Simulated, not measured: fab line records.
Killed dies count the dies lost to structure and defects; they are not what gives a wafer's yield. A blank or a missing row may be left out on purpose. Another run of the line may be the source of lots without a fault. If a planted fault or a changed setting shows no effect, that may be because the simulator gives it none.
fab line records	flow sky130
record: lots: 15	wafers: 45	last_day: 50
route steps=708 shown SONOS_ONO@177
lots untouched by any fault: they come from a run of this same line in which no faults occurred
start_h: start of the lot's first displayed wafer, in hours after the record's first day	wait_h: how many hours have passed since the lot's step before this one	" the same as in the row above	L1.1+2: several wafers, shown together as one row	- value missing, or start not given	* or withheld: withheld	< > ~ a bound
route shown NAME@n: NAME is a module with steps in the file, n the number in the route of the first one	usual: mean/standard deviation taken from wafers without a fault	same: alike in all rows	chamber/n: place in a boat	sites: readings site by site	_std_site: the standard deviation of these	_edge_site: inner sites' mean taken away from outer sites' mean	radius_mm: how far each site lies from the wafer's centre	mask NAME#n: copy n	behind: the most recent tool/chamber to have shaped the wafer	hold: why the lot went on hold/how many hours it stayed there/how the hold came to an end	device: the n, p or np transistor that did not switch	end of line: tests run on the same wafers once the route is complete	for a step that has no rows: nothing shown but its recipe	killed: not the wafer's yield, but the dies lost to structure and defects at the first sort	map: shows each die of a wafer: x if killed, . if not, _ if none is there
set.NAME: setting as actually run; set.NAME@STEP: the setting as run at that earlier step	model.NAME: the simulator's own value behind a step, which no gauge read
steps of the route over a sample of lots; a table a step, a row a wafer
services: the hour from which a tool's chamber was out of use, counted from the record's first day as start_h (under 0 if before that day), plus the number of hours and why
== steps ==
step: SKY_SONOS_ONO_SOFTBAKE_09
recipe: temp_c: 90	time_s: 60	resist: NOVOLAK
usual: heater_power_total_W: 56.60/0.045	run_length_s: 89.28/0.13
lot.wafer	tool	chamber	start_h	wait_h	heater_power_total_W	run_length_s
L274.3	litho_track-03	0	282.75	0.1	56.63	89.24
L274.4	"	0	"	"	56.62	89.44
L274.6	"	0	"	"	56.71	89.51
L273.3	litho_track-04	0	284.21	0.1	56.58	89.16
L273.4	"	0	"	"	56.60	89.31
L273.6	"	0	"	"	56.61	89.17
L280.1	litho_track-04	0	327.06	0.1	56.57	89.20
L280.2	"	0	"	"	75.44	53.53
L280.3	"	0	"	"	56.54	89.10
L281.1	litho_track-04	0	331.11	0.1	56.54	89.22
L281.4	"	0	"	"	56.63	89.17
L281.5	"	0	"	"	75.36	53.58
L282.3	litho_track-04	0	342.11	0.1	56.50	89.42
L282.5	"	0	"	"	75.52	53.39
L282.6	"	0	"	"	56.67	89.13
L283.1	litho_track-03	0	354.45	0.1	56.60	89.30
L283.4	"	0	"	"	56.53	89.18
L283.6	"	0	"	"	56.56	89.19
L285.1	litho_track-03	0	363.65	0.1	56.65	89.28
L285.4	"	0	"	"	56.62	89.16
L285.5	"	0	"	"	56.57	89.26
L289.1	litho_track-01	0	393.44	0.1	56.60	89.66
L289.5	"	0	"	"	56.60	89.31
L289.6	"	0	"	"	56.55	89.46
L290.2	litho_track-03	0	405.37	0.1	56.53	89.30
L290.3	"	0	"	"	56.60	89.48
L290.6	"	0	"	"	56.61	89.31
L291.1	litho_track-04	0	413.31	0.1	56.57	89.33
L291.5	"	0	"	"	56.50	89.10
L291.6	"	0	"	"	56.65	89.25
L292.2	litho_track-01	0	418.41	0.1	56.60	89.40
L292.5	"	0	"	"	56.56	89.61
L292.6	"	0	"	"	56.59	89.27
L293.2	litho_track-01	0	428.06	0.1	56.58	89.66
L293.4	"	0	"	"	56.62	89.37
L293.6	"	0	"	"	56.60	89.26
L294.2	litho_track-03	0	439.77	0.1	56.55	89.14
L294.4	"	0	"	"	56.59	89.31
L294.5	"	0	"	"	56.56	89.41
L296.1	litho_track-04	0	446.51	0.1	56.62	89.48
L296.4	"	0	"	"	56.64	89.09
L296.5	"	0	"	"	56.50	89.07
L295.1	litho_track-03	0	447.90	0.1	56.62	89.20
L295.2	"	0	"	"	56.58	89.43
L295.4	"	0	"	"	56.49	89.33
step: SKY_SONOS_ONO_STRIP_17
recipe: chemistry: O2/N2	power_w: 1400	pressure_mtorr: 1500	platen_temp_c: withheld	o2_flow_sccm: 3000	n2_flow_sccm: 300	overash_fraction: 0.5
usual: drypump_motor_current_A: 5.8/0.33	oes_product_au: 0.709/0.0049	strip_time_to_endpoint_s: 14.11/0.03
lot.wafer	tool	chamber	start_h	wait_h	drypump_motor_current_A	oes_product_au	rf_hours_counter_h	strip_time_to_endpoint_s
L274.3	plasma_asher-03	0	295.11	0.0	6.1	0.709	-	14.12
L274.4	"	1	"	"	5.3	0.702	-	14.11
L274.6	"	0	"	"	6.1	0.714	-	14.11
L273.3	plasma_asher-01	0	297.31	0.0	5.9	0.701	-	14.13
L273.4	"	1	"	"	6.2	0.713	-	14.17
L273.6	"	0	"	"	5.9	0.701	-	14.13
L280.1	plasma_asher-03	0	340.40	0.0	6.1	0.711	68	14.12
L280.2	"	1	"	"	5.3	0.706	68	14.39
L280.3	"	0	"	"	6.1	0.708	-	14.09
L281.1	plasma_asher-03	1	344.26	0.0	5.3	0.706	69	14.13
L281.4	"	0	"	"	6.1	0.707	-	14.12
L281.5	"	0	"	"	6.1	0.708	-	14.38
L282.3	plasma_asher-04	0	356.51	0.0	5.8	0.709	-	14.12
L282.5	"	1	"	"	6.1	0.709	-	14.37
L282.6	"	0	"	"	5.8	0.706	-	14.11
L283.1	plasma_asher-01	0	368.80	0.0	5.9	0.704	66	14.13
L283.4	"	1	"	"	6.2	0.705	-	14.11
L283.6	"	1	"	"	6.2	0.700	-	14.14
L285.1	plasma_asher-01	1	377.32	0.0	6.2	0.716	67	14.09
L285.4	"	1	"	"	6.2	0.715	-	14.12
L285.5	"	0	"	"	5.9	0.711	-	14.10
L289.1	plasma_asher-03	0	407.74	0.0	6.0	0.711	75	14.15
L289.5	"	1	"	"	5.3	0.716	-	14.13
L289.6	"	0	"	"	6.0	0.716	-	14.14
L290.2	plasma_asher-01	1	420.92	0.0	6.2	0.700	72	14.10
L290.3	"	0	"	"	5.9	0.707	-	14.09
L290.6	"	0	"	"	5.9	0.709	-	14.12
L291.1	plasma_asher-03	0	429.36	0.0	6.1	0.716	78	14.11
L291.5	"	1	"	"	5.3	0.705	-	14.08
L291.6	"	0	"	"	6.1	0.710	-	14.13
L292.2	plasma_asher-01	0	433.75	0.0	5.9	0.712	1	14.08
L292.5	"	0	"	"	5.9	0.719	-	14.08
L292.6	"	1	"	"	6.2	0.709	-	14.08
L293.2	plasma_asher-03	0	443.62	0.0	6.1	0.709	80	14.14
L293.4	"	1	"	"	5.3	0.714	-	14.08
L293.6	"	1	"	"	5.3	0.716	-	14.14
L294.2	plasma_asher-03	0	456.25	0.0	6.1	0.716	81	14.14
L294.4	"	1	"	"	5.3	0.707	-	14.14
L294.5	"	1	"	"	5.3	0.706	-	14.09
L296.1	plasma_asher-04	1	462.22	0.0	6.0	0.719	63	14.07
L296.4	"	1	"	"	6.0	0.707	-	14.02
L296.5	"	1	"	"	6.1	0.711	-	14.03
L295.1	plasma_asher-03	1	463.72	0.0	5.3	0.707	82	14.14
L295.2	"	0	"	"	6.1	0.710	82	14.12
L295.4	"	1	"	"	5.3	0.706	-	14.12
== services ==
tool	chamber	start_h	hours	kind
plasma_asher-01	-	262.75	20.2	repair
plasma_asher-03	-	315.93	0.6	repair
plasma_asher-04	-	365.22	0.6	repair
plasma_asher-04	-	406.07	3.6	repair
plasma_asher-01	-	421.25	9.0	pm
plasma_asher-01	0	421.25	9.0	vent_cycle
plasma_asher-01	1	421.25	9.0	vent_cycle
plasma_asher-04	-	428.75	13.7	repair
plasma_asher-01	0	430.25	-	clean
plasma_asher-01	1	430.25	-	clean
plasma_asher-04	-	459.55	1.5	repair
== key ==
first_sign: step: SKY_SONOS_ONO_SOFTBAKE_09	reading: heater_power_total_W	direction: up	sigmas: 99+	usual: *	struck: *
effect: step: SKY_SONOS_ONO_SOFTBAKE_09	reading: run_length_s	direction: down	sigmas: 99+	usual: *	struck: *
effect: step: SKY_SONOS_ONO_STRIP_17	reading: strip_time_to_endpoint_s	direction: up	sigmas: 9.1	usual: *	struck: *
met_at SKY_SONOS_ONO_SOFTBAKE_09
struck_lots L280,L281,L282
struck_wafers L280.2,L281.5,L282.5
tester_left_out L280,L281,L282
onset_between 284.21 327.06
fault: kind: process_parameter_drift	tool: litho_track-04	chamber: -	onset_h: 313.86	steps: SKY_SONOS_ONO_SOFTBAKE_09	channel: time_s	offset: *	shape: step	end_h: 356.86	scope: struck_wafers_only	acts_in: *	stated: *
tester_left_out: of these lots the tester's yield and bins aren't shown, on N5 and GAA mostly nor the transistor test; their killed dies are dies lost to structure and defects alone, not to doping, threshold or leakage, so they don't give the yield
